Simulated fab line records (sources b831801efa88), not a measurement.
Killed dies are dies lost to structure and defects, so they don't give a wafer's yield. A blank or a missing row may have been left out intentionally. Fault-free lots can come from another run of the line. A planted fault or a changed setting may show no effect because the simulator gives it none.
Matching of chambers :: flow gf180mcu :: GF_STI_CMP_25 on cmp-02 has 4 sister chambers
The step polishes, stops on Si3N4, t overpolish 33 s, target thk 524.6 nm. 16 wafers are shown with their chamber, then 8 later ones without.

== WAFERS WITH THEIR CHAMBER ==
wafer: L754.2
chamber: 3
motorCurrentA (A): 15.3
timeToEndpointS (s): 120
headPressurePsi (psi): 3.997

wafer: L754.4
chamber: 0
motorCurrentA (A): 13.4
timeToEndpointS (s): 124
headPressurePsi (psi): 3.978

wafer: L754.5
chamber: 2
motorCurrentA (A): 13.0
timeToEndpointS (s): 126
headPressurePsi (psi): 4.001

wafer: L757.4
chamber: 0
motorCurrentA (A): 13.8
timeToEndpointS (s): 123
headPressurePsi (psi): 4.001

wafer: L757.5
chamber: 3
motorCurrentA (A): 14.8
timeToEndpointS (s): 127
headPressurePsi (psi): 4.011

wafer: L757.6
chamber: 2
motorCurrentA (A): 13.4
timeToEndpointS (s): 121
headPressurePsi (psi): 3.996

wafer: L758.2
chamber: 1
motorCurrentA (A): 11.6
timeToEndpointS (s): 122
headPressurePsi (psi): 4.002

wafer: L758.3
chamber: 2
motorCurrentA (A): 12.6
timeToEndpointS (s): 120
headPressurePsi (psi): 3.999

wafer: L758.4
chamber: 0
motorCurrentA (A): 14.2
timeToEndpointS (s): 123
headPressurePsi (psi): 3.989

wafer: L759.2
chamber: 3
motorCurrentA (A): 15.0
timeToEndpointS (s): 125
headPressurePsi (psi): 4.001

wafer: L759.3
chamber: 1
motorCurrentA (A): 11.6
timeToEndpointS (s): 117
headPressurePsi (psi): 3.988

wafer: L759.5
chamber: 1
motorCurrentA (A): 11.6
timeToEndpointS (s): 121
headPressurePsi (psi): 3.989

wafer: L760.1
chamber: 2
motorCurrentA (A): 13.9
timeToEndpointS (s): 120
headPressurePsi (psi): 3.995

wafer: L760.4
chamber: 1
motorCurrentA (A): 11.7
timeToEndpointS (s): 119
headPressurePsi (psi): 4.008

wafer: L760.5
chamber: 2
motorCurrentA (A): 13.2
timeToEndpointS (s): 119
headPressurePsi (psi): 3.999

wafer: L765.1
chamber: 0
motorCurrentA (A): 13.6
timeToEndpointS (s): 120
headPressurePsi (psi): 4.012

SIGNATURES (averages over the wafers above)
reading: motorCurrentA
chamber 0: 13.750
chamber 1: 11.625
chamber 2: 13.220
chamber 3: 15.033
scatter within a chamber: 0.343

reading: timeToEndpointS
chamber 0: 122.50
chamber 1: 119.75
chamber 2: 121.20
chamber 3: 124.00
scatter within a chamber: 2.59

reading: headPressurePsi
chamber 0: 3.99500
chamber 1: 3.99675
chamber 2: 3.99800
chamber 3: 4.00300
scatter within a chamber: 0.00944
Rule: a wafer lies at a distance from a chamber equal to the root of the sum of squares, over the readings, of (its reading less the chamber's mean, divided by the reading's scatter). The wafer belongs to the nearest chamber; if the next one is less than 2 further off, it can't be placed. The scatter: take each reading less its chamber's mean, square it, sum over the shown wafers, divide by the number of wafers less the number of chambers, and take the root.

== WAFERS WHOSE CHAMBER IS MISSING ==
wafer: L765.2
motorCurrentA (A): 14.8
timeToEndpointS (s): 122
headPressurePsi (psi): 4.000

wafer: L765.4
motorCurrentA (A): 11.2
timeToEndpointS (s): 121
headPressurePsi (psi): 3.997

wafer: L766.2
motorCurrentA (A): 14.2
timeToEndpointS (s): 128
headPressurePsi (psi): 4.015

wafer: L766.3
motorCurrentA (A): 11.1
timeToEndpointS (s): 122
headPressurePsi (psi): 3.997

wafer: L766.5
motorCurrentA (A): 11.4
timeToEndpointS (s): 125
headPressurePsi (psi): 4.001

wafer: L773.1
motorCurrentA (A): 11.5
timeToEndpointS (s): 115
headPressurePsi (psi): 4.009

wafer: L773.5
motorCurrentA (A): 14.7
timeToEndpointS (s): 127
headPressurePsi (psi): 4.008

wafer: L773.6
motorCurrentA (A): 13.9
timeToEndpointS (s): 121
headPressurePsi (psi): 3.998

== WHICH CHAMBER EACH ONE RAN IN ==
wafer: L765.2
from the rows above: 3
in truth: 3

wafer: L765.4
from the rows above: 1
in truth: 1

wafer: L766.2
from the rows above: can't be placed: 3 or 0 or 2
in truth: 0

wafer: L766.3
from the rows above: 1
in truth: 1

wafer: L766.5
from the rows above: 1
in truth: 1

wafer: L773.1
from the rows above: 1
in truth: 1

wafer: L773.5
from the rows above: can't be placed: 3 or 0
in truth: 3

wafer: L773.6
from the rows above: can't be placed: 0 or 2
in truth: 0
Correct placement for 5 of the 8. These rows do not allow placing 3 (true chamber among the candidates in 3). Wrongly placed: 0.
